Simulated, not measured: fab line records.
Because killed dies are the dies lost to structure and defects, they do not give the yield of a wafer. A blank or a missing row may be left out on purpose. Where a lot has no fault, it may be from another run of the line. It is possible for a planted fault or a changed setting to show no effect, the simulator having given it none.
What tool caused it?	flow gf180mcu	6 lots with 18 wafers sampled at 2 steps, on a route of 602 steps

WHAT THE GAUGES READ, wafer by wafer
GF_V4_RS_MEAS_24: the measuring method here is four-point-probe.
lot	measured	on	V4_W_RS (ohm/sq)
L960	day 24 15:53	film-metro-04	0.332 0.321 0.336
L963	day 25 20:22	film-metro-03	0.327 0.334 0.327
L965	day 26 12:28	film-metro-04	0.330 0.329 0.323
L976	day 29 21:44	film-metro-03	0.324 0.330 0.325
L979	day 30 17:52	film-metro-03	0.328 0.334 0.331
L981	day 30 23:18	film-metro-04	0.333 0.331 0.331

EACH LOT AND THE TOOL THAT RAN IT (in order: tool; ch and the chambers of the sampled wafers; start)
lot	GF_HV_LDD_ETCHBACK_58
L960	rie-diel-02 ch 0,1,3, day 12 17:41
L963	rie-diel-01 ch 0,1, day 13 19:05
L965	rie-diel-03 ch 1,2,3, day 14 12:03
L976	rie-diel-01 ch 0,2,3, day 18 05:48
L979	rie-diel-01 ch 1,2,3, day 19 07:59
L981	rie-diel-02 ch 0,1,2, day 19 18:29
- GF_HV_LDD_ETCHBACK_58: etches Si3N4 in CH3F/O2, stops on SiO2, time 100 s, target depth 90 nm.

THE ANSWER, worked out from the rows above alone
Rule: usual is defined by the lots themselves. Put in order of their means at a reading, lots are off if they are a third of the lots or fewer, leave a main group of 4 or more, and stand apart from it by a gap of 3 or more times the standard deviation of the main group's means; of several such gaps the widest counts. A main group is skipped when, at the precision printed for the reading in the tables above, its means are all equal. A lot without any number at a reading at which 4 lots or more have one is off too. The other lots that the step has rows for count as sound.
None of the lots is off at any reading shown; this tells nothing.

WHAT THE SIMULATOR PUT IN
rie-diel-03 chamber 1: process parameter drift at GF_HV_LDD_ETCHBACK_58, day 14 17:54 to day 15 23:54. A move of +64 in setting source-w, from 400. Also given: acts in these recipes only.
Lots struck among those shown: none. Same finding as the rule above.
